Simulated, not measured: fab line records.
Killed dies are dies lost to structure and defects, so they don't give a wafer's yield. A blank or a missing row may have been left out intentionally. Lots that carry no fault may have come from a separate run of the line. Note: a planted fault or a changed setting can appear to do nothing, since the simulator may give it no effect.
Matching of chambers    flow sky130    4 sister chambers for SKY_VIA1_ETCH_15 on rie diel-02
The step etches SiO2 in C4F8/O2/Ar, stops on TiN, target depth 351 nm, time 54 s. 8 wafers are shown with their chamber, then 7 later ones without.

## EACH WAFER AND ITS CHAMBER
wafer   chamber  oes product au (a.u.)
L078.3  0        0.982
L082.2  3        0.979
L082.6  1        0.983
L085.1  2        0.982
L085.2  1        0.978
L085.3  0        0.981
L086.1  2        0.980
L086.2  3        0.976

## WAFERS MISSING THEIR CHAMBER
wafer   oes product au (a.u.)
L086.6  0.989
L087.3  0.981
L087.4  0.982
L087.6  0.986
L092.3  0.980
L092.4  0.988
L092.5  0.983

## EACH ONE'S CHAMBER
wafer   from the rows above                in truth
L086.6  can't be placed: 0 or 2 or 1 or 3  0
L087.3  can't be placed: 2 or 0 or 1 or 3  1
L087.4  can't be placed: 0 or 2 or 1 or 3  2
L087.6  can't be placed: 0 or 2 or 1 or 3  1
L092.3  can't be placed: 1 or 2 or 0 or 3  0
L092.4  can't be placed: 0 or 2 or 1 or 3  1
L092.5  can't be placed: 0 or 2 or 1 or 3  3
Placed correctly: 0 of 7. From these rows, 7 cannot be placed; in 7 the true chamber is one of the candidates. 0 placed wrongly.
How it was worked out, from the rows above alone: a wafer's distance from a chamber is the root of the sum, over the readings, of the square of ((its reading less the chamber's mean) divided by the reading's scatter). The wafer belongs to the nearest chamber; if the next one is less than 2 further off, it can't be placed. Each chamber's mean is taken over the wafers shown for it. The scatter: the root of (the sum of the squares of (reading less its chamber's mean) over the shown wafers, divided by (wafers less chambers)).
